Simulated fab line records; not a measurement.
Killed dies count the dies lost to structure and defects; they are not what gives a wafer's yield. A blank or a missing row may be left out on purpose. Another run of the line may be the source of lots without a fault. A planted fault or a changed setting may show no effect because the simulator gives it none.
The same fault as seen by 2 desks / flow sky130 / each desk has only its own numbers; what lay behind them comes last

== FROM THE METROLOGY DESK ==
Lot by lot, what the gauges showed, no matter which tool ran the lot: averages of those sampled wafers that carry a number. Any lot whose mean is over 4 standard deviations away from the usual mean is out of limits and marked OUT; that distance is given in the brackets.
Columns: A = cdNm at SKY_VIA1_CD_MEAS_12, usual 151.1 nm; B = VIA1_OVL at SKY_VIA1_OVL_MEAS_13, usual 0 nm; C = VIA1_W_RS at SKY_VIA1_RS_MEAS_22, usual 0.427 ohm/sq; D = VIA1_W_THK at SKY_VIA1_THK_MEAS_23, usual 278 nm
lot=L989; first seen here=day 34 18:46; A=152.1; B=8; C=0.427; D=277
lot=L992; first seen here=day 36 04:04; A=149.8; B=1; C=0.426; D=280
lot=L996; first seen here=day 36 23:08; A=150.9; B=-4; C=0.427; D=280
lot=L995; first seen here=day 37 00:58; A=149.0; B=-0; C=0.429; D=274
lot=L105; first seen here=day 39 17:49; A=148.0; B=2; C=0.425; D=283
lot=L106; first seen here=day 40 03:07; A=154.3; B=-2; C=0.426; D=282
Finding of this desk: none of the 6 lots has anything out of limits.

== DESK OF THE TOOL OWNER: cmp-01 ==
The tool's own readings at SKY_VIA1_CMP_24 (polishes, stops on SiO2, t overpolish 15 s, target thk 0 nm): means of the sampled wafers that have a number, for each lot that ran on this tool. Any lot whose mean is over 4 standard deviations away from the usual mean is out of limits and marked OUT; that distance is given in the brackets.
Columns: A = edgeZonePressureFrac at SKY_VIA1_CMP_24, usual 1.000; B = headPressurePsi at SKY_VIA1_CMP_24, usual 3.501 psi; C = motorCurrentA at SKY_VIA1_CMP_24, usual 11.6 A; D = overpolishRunS at SKY_VIA1_CMP_24, usual 14.998 s; E = timeToEndpointS at SKY_VIA1_CMP_24, usual 67.2 s
lot=L989; first seen here=day 34 20:05; A=0.998; B=3.500; C=12.0; D=14.994; E=65.7
lot=L992; first seen here=day 36 05:14; A=1.000; B=3.499; C=12.7; D=15.000; E=67.0
lot=L106; first seen here=day 40 04:23; A=1.000; B=3.507; C=10.9; D=14.993; E=67.4
Finding of this desk: none of the 3 lots has anything out of limits.

== PUT TOGETHER ==
The metrology desk saw nothing out of limits.
The desk of the tool owner found nothing out of limits.

== WHAT THE SIMULATOR HAD PUT IN ==
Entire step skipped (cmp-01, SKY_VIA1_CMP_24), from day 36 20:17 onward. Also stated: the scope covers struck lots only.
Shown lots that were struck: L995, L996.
